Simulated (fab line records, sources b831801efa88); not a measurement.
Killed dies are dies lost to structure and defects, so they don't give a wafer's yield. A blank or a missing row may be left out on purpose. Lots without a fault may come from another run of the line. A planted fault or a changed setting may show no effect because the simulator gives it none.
fab line records | flow gf180mcu | part 1 of 2: steps 1 to 31 of 43
record lots=5 wafers=15 last_day=32
route steps=602 shown VT_IMPLANT@92
lots that met no fault: from a run of the same line without faults
start_h: hours from the record's first day to the start of the lot's first wafer shown | wait_h: hours since the lot's step before | " the same as in the row above | L1.1+2: a row that stands for several wafers | - no value, or no start given | * or withheld: withheld | < > ~ a bound
route shown NAME@n: a module of which the file shows steps, and the number in the route of the first | usual: mean/standard deviation of fault-free wafers | same: alike in all rows | chamber/n: place in a boat | sites: the reading at each site | _std_site: their standard deviation | _edge_site: outer sites' mean less inner sites' | radius_mm: how far each site lies from the wafer's centre | mask NAME#n: copy n | behind: the tool/chamber that last shaped the wafer | hold: why the lot was held/for how many hours/how that ended | device: the transistor (n, p or np) that didn't switch | end of line: the same wafers' tests at the end of the route | a step without rows: its recipe alone | killed: dies lost to structure and defects at the first sort, not the wafer's yield | map: a wafer's dies, x killed, . not, _ none there
set.NAME: the setting as run; set.NAME@STEP: as run at that earlier step | model.NAME: the simulator's own value behind a step, which no gauge read
lots at some steps of the route; a table a step, a row a wafer
services: from which hour (start_h, from the record's first day; less than 0 if before it) a tool's chamber was out of use, for how many hours, and why
## steps
# step GF_VT_IMPLANT_COAT_02
# recipe resist=NOVOLAK spin_rpm=3000 resist_thk_nm=1000
# columns lot.wafer tool chamber start_h wait_h
L077.2+4+5 litho_track-04 0 120.91 0.1
L080.1+2+5 litho_track-04 0 140.39 0.1
L083.2+4+6 litho_track-02 0 157.49 0.1
L085.4+5+6 litho_track-04 0 169.46 0.1
L089.1+4+6 litho_track-04 0 192.74 0.1
# step GF_VT_IMPLANT_SOFTBAKE_03
# recipe temp_c=90 time_s=60 resist=NOVOLAK
# columns lot.wafer tool chamber start_h wait_h
L077.2+4+5 litho_track-04 0 121.06 0.1
L080.1+2+5 litho_track-04 0 140.54 0.1
L083.2+4+6 litho_track-02 0 157.64 0.1
L085.4+5+6 litho_track-04 0 169.61 0.1
L089.1+4+6 litho_track-04 0 192.89 0.1
# step GF_VT_IMPLANT_EXPOSE_04
# recipe mask_id=LVPWELL_LV_AREA target_cd_nm=600 na=0.6 source_shape=conventional sigma_outer=0.6 dose_mj=140
# usual reticle_temp_C=23.02/0.11
# columns lot.wafer tool chamber start_h wait_h mask reticle_temp_C
L077.2 iline_stepper-02 0 - - LVPWELL_LV_AREA#0 22.94
L077.4 " 0 " " LVPWELL_LV_AREA#0 22.92
L077.5 " 0 " " LVPWELL_LV_AREA#0 22.94
L080.1 iline_stepper-01 0 - - LVPWELL_LV_AREA#0 23.12
L080.2 " 0 " " LVPWELL_LV_AREA#0 23.06
L080.5 " 0 " " LVPWELL_LV_AREA#0 23.24
L083.2 iline_stepper-02 0 - - LVPWELL_LV_AREA#0 22.95
L083.4 " 0 " " LVPWELL_LV_AREA#0 22.89
L083.6 " 0 " " LVPWELL_LV_AREA#0 23.02
L085.4 iline_stepper-02 0 - - LVPWELL_LV_AREA#0 23.06
L085.5 " 0 " " LVPWELL_LV_AREA#0 23.01
L085.6 " 0 " " LVPWELL_LV_AREA#0 23.07
L089.1 iline_stepper-01 0 - - LVPWELL_LV_AREA#0 22.89
L089.4 " 0 " " LVPWELL_LV_AREA#0 22.97
L089.6 " 0 " " LVPWELL_LV_AREA#0 23.04
# step GF_VT_IMPLANT_PEB_05
# recipe temp_c=withheld time_s=* resist=NOVOLAK
# columns lot.wafer tool chamber start_h wait_h
L077.2+4+5 litho_track-04 0 - -
L080.1+2+5 litho_track-04 0 - -
L083.2+4+6 litho_track-01 0 - -
L085.4+5+6 litho_track-02 0 - -
L089.1+4+6 litho_track-04 0 - -
# step GF_VT_IMPLANT_DEVELOP_06
# recipe develop_time_s=60 dev_temp_c=23
# columns lot.wafer tool chamber start_h wait_h
L077.2+4+5 litho_track-04 0 128.76 0.1
L080.1+2+5 litho_track-04 0 147.64 0.1
L083.2+4+6 litho_track-01 0 165.13 0.1
L085.4+5+6 litho_track-02 0 176.99 0.1
L089.1+4+6 litho_track-04 0 201.09 0.1
# step GF_VT_IMPLANT_OVL_MEAS_07
# usual VT_IMPLANT_OVL=-0.1/1.4
# columns lot.wafer tool chamber start_h wait_h VT_IMPLANT_OVL[nm]
L077.2 overlay-02 - 128.89 0.1 1.3
L077.4 " - " " 2.0
L077.5 " - " " 1.4
L080.1 overlay-02 - 147.79 0.1 -1.5
L080.2 " - " " -0.6
L080.5 " - " " 0.2
L083.2 overlay-01 - 165.26 0.1 -1.6
L083.4 " - " " 0.1
L083.6 " - " " -2.0
L085.4 overlay-02 - 177.08 0.1 1.5
L085.5 " - " " 3.0
L085.6 " - " " 2.8
L089.1 overlay-02 - 201.24 0.1 -0.1
L089.4 " - " " 0.3
L089.6 " - " " -0.6
# step GF_VT_IMPLANT_IMPLANT_08
# recipe species=BF2 energy_kev=20 dose_cm2=8.29e+12 tilt_deg=7
# usual beam_energy_keV=20.000/0.0063
# columns lot.wafer tool chamber start_h wait_h beam_energy_keV
L077.2 implanter-04 0 128.95 0.0 19.997
L077.4 " 0 " " 20.000
L077.5 " 0 " " 20.001
L080.1 implanter-02 0 147.82 0.0 20.001
L080.2 " 0 " " 20.003
L080.5 " 0 " " 19.998
L083.2 implanter-02 0 165.31 0.0 20.002
L083.4 " 0 " " 19.996
L083.6 " 0 " " 20.001
L085.4 implanter-01 0 177.17 0.1 19.992
L085.5 " 0 " " 19.995
L085.6 " 0 " " 19.995
L089.1 implanter-01 0 201.27 0.0 20.011
L089.4 " 0 " " 19.997
L089.6 " 0 " " 20.008
# step GF_VT_IMPLANT_STRIP_09
# recipe chemistry=O2/N2 power_w=1400 pressure_mtorr=1500 platen_temp_c=250 o2_flow_sccm=3000 n2_flow_sccm=300 overash_fraction=0.5
# usual drypump_motor_current_A=5.8/0.5 heater_power_w=322/23 oes_product_au=0.716/0.0044 strip_time_to_endpoint_s=12.63/0.03
# columns lot.wafer tool chamber start_h wait_h drypump_motor_current_A heater_power_w oes_product_au rf_hours_counter_h strip_time_to_endpoint_s
L077.2 plasma_asher-04 0 129.07 0.1 5.8 314 0.718 50 12.60
L077.4 " 1 " " 6.0 331 0.706 - 12.64
L077.5 " 1 " " 6.0 333 0.715 - 12.63
L080.1 plasma_asher-01 0 147.97 0.1 5.6 372 0.715 34 12.64
L080.2 " 1 " " 5.0 312 0.721 34 12.63
L080.5 " 0 " " 5.6 367 0.716 - 12.63
L083.2 plasma_asher-01 0 165.44 0.1 5.6 372 0.723 36 12.68
L083.4 " 0 " " 5.6 365 0.716 - 12.69
L083.6 " 0 " " 5.6 379 0.716 - 12.66
L085.4 plasma_asher-02 1 177.28 0.1 6.6 296 0.709 - 12.64
L085.5 " 1 " " 6.6 297 0.724 - 12.63
L085.6 " 0 " " 5.3 322 0.715 - 12.64
L089.1 plasma_asher-04 1 201.42 0.1 6.0 347 0.718 56 12.62
L089.4 " 1 " " 6.0 333 0.715 - 12.64
L089.6 " 1 " " 6.0 345 0.709 - 12.63
# step GF_VT_IMPLANT_TW_MEAS_10
# usual VT_IMPLANT_TW=565/5.9
# columns lot.wafer tool chamber start_h wait_h VT_IMPLANT_TW
L077.2 film_metro-04 - 129.18 0.1 560
L077.4 " - " " 562
L077.5 " - " " 556
L080.1 film_metro-02 - 148.07 0.1 559
L080.2 " - " " 556
L080.5 " - " " 555
L083.2 film_metro-01 - 165.55 0.1 572
L083.4 " - " " 573
L083.6 " - " " 574
L085.4 film_metro-04 - 177.38 0.1 560
L085.5 " - " " 565
L085.6 " - " " 562
L089.1 film_metro-04 - 201.52 0.1 564
L089.4 " - " " 565
L089.6 " - " " 562
# step GF_VT_IMPLANT_DEHYDRATE_11
# recipe temp_c=200 time_s=60
# columns lot.wafer tool chamber start_h wait_h
L077.2+4+5 litho_track-01 0 135.98 6.8
L080.1+2+5 litho_track-01 0 154.25 6.2
L083.2+4+6 litho_track-04 0 171.66 6.1
L085.4+5+6 litho_track-01 0 184.63 7.2
L089.1+4+6 litho_track-04 0 209.14 7.6
# step GF_VT_IMPLANT_HMDS_12
# recipe prime_time_s=60 prime_temp_c=120
# columns lot.wafer tool chamber start_h wait_h
L077.2+4+5 litho_track-01 0 136.13 0.1
L080.1+2+5 litho_track-01 0 154.40 0.1
L083.2+4+6 litho_track-04 0 171.81 0.1
L085.4+5+6 litho_track-01 0 184.78 0.1
L089.1+4+6 litho_track-04 0 209.29 0.1
# step GF_VT_IMPLANT_COAT_13
# recipe resist=NOVOLAK spin_rpm=3000 resist_thk_nm=1000
# columns lot.wafer tool chamber start_h wait_h
L077.2+4+5 litho_track-01 0 136.28 0.1
L080.1+2+5 litho_track-01 0 154.55 0.1
L083.2+4+6 litho_track-04 0 171.96 0.1
L085.4+5+6 litho_track-01 0 184.93 0.1
L089.1+4+6 litho_track-04 0 209.44 0.1
# step GF_VT_IMPLANT_SOFTBAKE_14
# recipe temp_c=90 time_s=60 resist=NOVOLAK
# columns lot.wafer tool chamber start_h wait_h
L077.2+4+5 litho_track-01 0 136.43 0.1
L080.1+2+5 litho_track-01 0 154.70 0.1
L083.2+4+6 litho_track-04 0 172.11 0.1
L085.4+5+6 litho_track-01 0 185.08 0.1
L089.1+4+6 litho_track-04 0 209.59 0.1
# step GF_VT_IMPLANT_EXPOSE_15
# recipe mask_id=Nwell_LV_AREA target_cd_nm=860 na=0.6 source_shape=conventional sigma_outer=0.6 dose_mj=140
# usual reticle_temp_C=22.99/0.1
# columns lot.wafer tool chamber start_h wait_h mask reticle_temp_C
L077.2 iline_stepper-02 0 - - Nwell_LV_AREA#0 23.15
L077.4 " 0 " " Nwell_LV_AREA#0 23.03
L077.5 " 0 " " Nwell_LV_AREA#0 23.02
L080.1 iline_stepper-01 0 - - Nwell_LV_AREA#0 23.02
L080.2 " 0 " " Nwell_LV_AREA#0 23.17
L080.5 " 0 " " Nwell_LV_AREA#0 22.99
L083.2 iline_stepper-02 0 - - Nwell_LV_AREA#0 22.92
L083.4 " 0 " " Nwell_LV_AREA#0 23.06
L083.6 " 0 " " Nwell_LV_AREA#0 22.98
L085.4 iline_stepper-02 0 - - Nwell_LV_AREA#0 23.06
L085.5 " 0 " " Nwell_LV_AREA#0 22.95
L085.6 " 0 " " Nwell_LV_AREA#0 23.09
L089.1 iline_stepper-01 0 - - Nwell_LV_AREA#0 23.05
L089.4 " 0 " " Nwell_LV_AREA#0 23.07
L089.6 " 0 " " Nwell_LV_AREA#0 23.03
# step GF_VT_IMPLANT_PEB_16
# recipe temp_c=withheld time_s=* resist=NOVOLAK
# columns lot.wafer tool chamber start_h wait_h
L077.2+4+5 litho_track-02 0 - -
L080.1+2+5 litho_track-04 0 - -
L083.2+4+6 litho_track-01 0 - -
L085.4+5+6 litho_track-02 0 - -
L089.1+4+6 litho_track-01 0 - -
# step GF_VT_IMPLANT_DEVELOP_17
# recipe develop_time_s=60 dev_temp_c=23
# columns lot.wafer tool chamber start_h wait_h
L077.2+4+5 litho_track-02 0 144.19 0.1
L080.1+2+5 litho_track-04 0 162.49 0.1
L083.2+4+6 litho_track-01 0 179.28 0.1
L085.4+5+6 litho_track-02 0 193.94 0.1
L089.1+4+6 litho_track-01 0 218.05 0.1
# step GF_VT_IMPLANT_OVL_MEAS_18
# usual VT_IMPLANT_01_OVL=0.1/1.4
# columns lot.wafer tool chamber start_h wait_h VT_IMPLANT_01_OVL[nm]
L077.2 overlay-01 - 144.32 0.1 -1.5
L077.4 " - " " 0.5
L077.5 " - " " -0.5
L080.1 overlay-01 - 162.64 0.1 -2.2
L080.2 " - " " 0.0
L080.5 " - " " -1.5
L083.2 overlay-02 - 179.41 0.1 0.1
L083.4 " - " " 0.4
L083.6 " - " " 1.5
L085.4 overlay-01 - 194.03 0.1 -0.7
L085.5 " - " " 0.3
L085.6 " - " " -1.1
L089.1 overlay-01 - 218.20 0.1 0.9
L089.4 " - " " 2.3
L089.6 " - " " 1.4
# step GF_VT_IMPLANT_IMPLANT_19
# recipe species=As energy_kev=100 dose_cm2=4.35e+12 tilt_deg=7
# usual beam_energy_keV=100.00/0.034
# columns lot.wafer tool chamber start_h wait_h beam_energy_keV
L077.2 implanter-01 0 144.37 0.0 99.97
L077.4 " 0 " " 99.94
L077.5 " 0 " " 100.01
L080.1 implanter-01 0 162.67 0.0 100.05
L080.2 " 0 " " 100.07
L080.5 " 0 " " 100.02
L083.2 implanter-02 0 179.46 0.0 100.01
L083.4 " 0 " " 100.00
L083.6 " 0 " " 99.96
L085.4 implanter-01 0 194.12 0.1 100.03
L085.5 " 0 " " 100.02
L085.6 " 0 " " 99.96
L089.1 implanter-02 0 218.24 0.0 100.01
L089.4 " 0 " " 99.94
L089.6 " 0 " " 99.98
# step GF_VT_IMPLANT_STRIP_20
# recipe chemistry=O2/N2 power_w=1400 pressure_mtorr=1500 platen_temp_c=250 o2_flow_sccm=3000 n2_flow_sccm=300 overash_fraction=0.5
# usual drypump_motor_current_A=5.7/0.5 heater_power_w=324/25 oes_product_au=0.716/0.0047 strip_time_to_endpoint_s=12.637/0.029
# columns lot.wafer tool chamber start_h wait_h drypump_motor_current_A heater_power_w oes_product_au rf_hours_counter_h strip_time_to_endpoint_s
L077.2 plasma_asher-04 1 144.50 0.1 6.0 338 0.714 51 12.607
L077.4 " 1 " " 6.0 338 0.715 - 12.634
L077.5 " 0 " " 5.8 306 0.718 - 12.649
L080.1 plasma_asher-01 1 162.82 0.1 5.0 303 0.720 35 12.628
L080.2 " 0 " " 5.6 367 0.715 35 12.645
L080.5 " 0 " " 5.6 373 0.713 - 12.644
L083.2 plasma_asher-04 1 179.59 0.1 6.0 335 0.710 55 12.616
L083.4 " 1 " " 6.0 336 0.717 - 12.631
L083.6 " 0 " " 5.8 303 0.716 - 12.601
L085.4 plasma_asher-01 0 194.23 0.1 5.6 375 0.712 - 12.648
L085.5 " 0 " " 5.6 386 0.719 - 12.665
L085.6 " 1 " " 5.0 304 0.714 - 12.622
L089.1 plasma_asher-04 1 218.39 0.1 6.0 331 0.728 57 12.651
L089.4 " 0 " " 5.8 310 0.718 - 12.659
L089.6 " 0 " " 5.8 312 0.718 - 12.651
# step GF_VT_IMPLANT_TW_MEAS_21
# usual VT_IMPLANT_2_TW=1216/12
# columns lot.wafer tool chamber start_h wait_h VT_IMPLANT_2_TW
L077.2 film_metro-01 - 144.61 0.1 1236
L077.4 " - " " 1233
L077.5 " - " " 1239
L080.1 film_metro-04 - 162.92 0.1 1215
L080.2 " - " " 1207
L080.5 " - " " 1208
L083.2 film_metro-01 - 179.70 0.1 1221
L083.4 " - " " 1217
L083.6 " - " " 1221
L085.4 film_metro-04 - 194.33 0.1 1217
L085.5 " - " " 1211
L085.6 " - " " 1214
L089.1 film_metro-04 - 218.49 0.1 1205
L089.4 " - " " 1204
L089.6 " - " " 1210
# step GF_VT_IMPLANT_DEHYDRATE_22
# recipe temp_c=200 time_s=60
# columns lot.wafer tool chamber start_h wait_h
L077.2+4+5 litho_track-02 0 151.39 6.8
L080.1+2+5 litho_track-01 0 169.25 6.3
L083.2+4+6 litho_track-02 0 187.04 7.3
L085.4+5+6 litho_track-04 0 201.66 7.3
L089.1+4+6 litho_track-02 0 226.06 7.6
# step GF_VT_IMPLANT_HMDS_23
# recipe prime_time_s=60 prime_temp_c=120
# columns lot.wafer tool chamber start_h wait_h
L077.2+4+5 litho_track-02 0 151.54 0.1
L080.1+2+5 litho_track-01 0 169.40 0.1
L083.2+4+6 litho_track-02 0 187.19 0.1
L085.4+5+6 litho_track-04 0 201.81 0.1
L089.1+4+6 litho_track-02 0 226.21 0.1
# step GF_VT_IMPLANT_COAT_24
# recipe resist=NOVOLAK spin_rpm=3000 resist_thk_nm=1000
# columns lot.wafer tool chamber start_h wait_h
L077.2+4+5 litho_track-02 0 151.69 0.1
L080.1+2+5 litho_track-01 0 169.55 0.1
L083.2+4+6 litho_track-02 0 187.34 0.1
L085.4+5+6 litho_track-04 0 201.96 0.1
L089.1+4+6 litho_track-02 0 226.36 0.1
# step GF_VT_IMPLANT_SOFTBAKE_25
# recipe temp_c=90 time_s=60 resist=NOVOLAK
# columns lot.wafer tool chamber start_h wait_h
L077.2+4+5 litho_track-02 0 151.84 0.1
L080.1+2+5 litho_track-01 0 169.70 0.1
L083.2+4+6 litho_track-02 0 187.49 0.1
L085.4+5+6 litho_track-04 0 202.11 0.1
L089.1+4+6 litho_track-02 0 226.51 0.1
# step GF_VT_IMPLANT_EXPOSE_26
# recipe mask_id=LVPWELL_HV_AREA target_cd_nm=860 na=0.6 source_shape=conventional sigma_outer=0.6 dose_mj=140
# usual reticle_temp_C=23.01/0.1
# columns lot.wafer tool chamber start_h wait_h mask reticle_temp_C
L077.2 iline_stepper-01 0 - - LVPWELL_HV_AREA#0 22.94
L077.4 " 0 " " LVPWELL_HV_AREA#0 22.96
L077.5 " 0 " " LVPWELL_HV_AREA#0 22.96
L080.1 iline_stepper-01 0 - - LVPWELL_HV_AREA#0 22.90
L080.2 " 0 " " LVPWELL_HV_AREA#0 22.86
L080.5 " 0 " " LVPWELL_HV_AREA#0 23.06
L083.2 iline_stepper-02 0 - - LVPWELL_HV_AREA#0 23.21
L083.4 " 0 " " LVPWELL_HV_AREA#0 23.11
L083.6 " 0 " " LVPWELL_HV_AREA#0 23.27
L085.4 iline_stepper-01 0 - - LVPWELL_HV_AREA#0 23.00
L085.5 " 0 " " LVPWELL_HV_AREA#0 23.12
L085.6 " 0 " " LVPWELL_HV_AREA#0 23.04
L089.1 iline_stepper-01 0 - - LVPWELL_HV_AREA#0 22.94
L089.4 " 0 " " LVPWELL_HV_AREA#0 23.17
L089.6 " 0 " " LVPWELL_HV_AREA#0 23.13
# step GF_VT_IMPLANT_PEB_27
# recipe temp_c=withheld time_s=* resist=NOVOLAK
# columns lot.wafer tool chamber start_h wait_h
L077.2+4+5 litho_track-01 0 - -
L080.1+2+5 litho_track-01 0 - -
L083.2+4+6 litho_track-04 0 - -
L085.4+5+6 litho_track-02 0 - -
L089.1+4+6 litho_track-02 0 - -
# step GF_VT_IMPLANT_DEVELOP_28
# recipe develop_time_s=60 dev_temp_c=23
# columns lot.wafer tool chamber start_h wait_h
L077.2+4+5 litho_track-01 0 159.73 0.1
L080.1+2+5 litho_track-01 0 177.15 0.1
L083.2+4+6 litho_track-04 0 196.21 0.1
L085.4+5+6 litho_track-02 0 211.19 0.1
L089.1+4+6 litho_track-02 0 235.71 0.1
# step GF_VT_IMPLANT_OVL_MEAS_29
# usual VT_IMPLANT_02_OVL=-1.7/1.2
# columns lot.wafer tool chamber start_h wait_h VT_IMPLANT_02_OVL[nm]
L077.2 overlay-01 - 159.86 0.1 -3.0
L077.4 " - " " -2.2
L077.5 " - " " -1.6
L080.1 overlay-01 - 177.30 0.1 -3.4
L080.2 " - " " -3.7
L080.5 " - " " -3.4
L083.2 overlay-02 - 196.34 0.1 0.2
L083.4 " - " " 0.4
L083.6 " - " " -0.2
L085.4 overlay-02 - 211.28 0.1 -0.1
L085.5 " - " " -3.1
L085.6 " - " " -2.8
L089.1 overlay-01 - 235.86 0.1 -2.7
L089.4 " - " " -1.9
L089.6 " - " " -1.9
# step GF_VT_IMPLANT_IMPLANT_30
# recipe species=B energy_kev=25 dose_cm2=2.534e+12 tilt_deg=7
# usual beam_energy_keV=25.000/0.0086
# columns lot.wafer tool chamber start_h wait_h beam_energy_keV
L077.2 implanter-02 0 159.91 0.0 24.996
L077.4 " 0 " " 24.993
L077.5 " 0 " " 24.998
L080.1 implanter-02 0 177.34 0.0 25.007
L080.2 " 0 " " 24.991
L080.5 " 0 " " 24.995
L083.2 implanter-02 0 196.40 0.0 25.004
L083.4 " 0 " " 24.997
L083.6 " 0 " " 24.999
L085.4 implanter-02 0 211.37 0.1 24.999
L085.5 " 0 " " 24.998
L085.6 " 0 " " 24.996
L089.1 implanter-04 0 235.90 0.0 24.992
L089.4 " 0 " " 24.988
L089.6 " 0 " " 25.007
# step GF_VT_IMPLANT_STRIP_31
# recipe chemistry=O2/N2 power_w=1400 pressure_mtorr=1500 platen_temp_c=250 o2_flow_sccm=3000 n2_flow_sccm=300 overash_fraction=0.5
# usual drypump_motor_current_A=5.7/0.49 heater_power_w=325/28 oes_product_au=0.716/0.0045 strip_time_to_endpoint_s=12.64/0.034
# columns lot.wafer tool chamber start_h wait_h drypump_motor_current_A heater_power_w oes_product_au rf_hours_counter_h strip_time_to_endpoint_s
L077.2 plasma_asher-01 1 160.04 0.1 5.0 302 0.716 35 12.63
L077.4 " 1 " " 5.0 308 0.712 - 12.62
L077.5 " 1 " " 5.0 301 0.714 - 12.62
L080.1 plasma_asher-04 1 177.49 0.1 6.0 340 0.716 55 12.63
L080.2 " 0 " " 5.8 303 0.718 55 12.61
L080.5 " 1 " " 6.0 337 0.723 - 12.61
L083.2 plasma_asher-01 1 196.52 0.1 5.1 309 0.722 39 12.70
L083.4 " 1 " " 5.1 295 0.720 - 12.66
L083.6 " 0 " " 5.6 372 0.709 - 12.70
L085.4 plasma_asher-02 1 211.48 0.1 6.6 301 0.719 - 12.70
L085.5 " 0 " " 5.3 323 0.718 - 12.66
L085.6 " 1 " " 6.6 296 0.716 - 12.64
L089.1 plasma_asher-04 0 236.05 0.1 5.8 305 0.714 59 12.63
L089.4 " 1 " " 6.0 336 0.720 - 12.69
L089.6 " 0 " " 5.8 307 0.718 - 12.66
# step GF_VT_IMPLANT_TW_MEAS_32
# usual VT_IMPLANT_3_TW=268.2/2.8
# columns lot.wafer tool chamber start_h wait_h VT_IMPLANT_3_TW
L077.2 film_metro-02 - 160.15 0.1 264.7
L077.4 " - " " 266.0
L077.5 " - " " 265.2
L080.1 film_metro-01 - 177.59 0.1 270.0
L080.2 " - " " 270.8
L080.5 " - " " 270.0
L083.2 film_metro-01 - 196.63 0.1 270.6
L083.4 " - " " 270.9
L083.6 " - " " 270.5
L085.4 film_metro-04 - 211.58 0.1 267.9
L085.5 " - " " 267.8
L085.6 " - " " 269.3
L089.1 film_metro-02 - 236.15 0.1 266.7
L089.4 " - " " 266.9
L089.6 " - " " 265.9
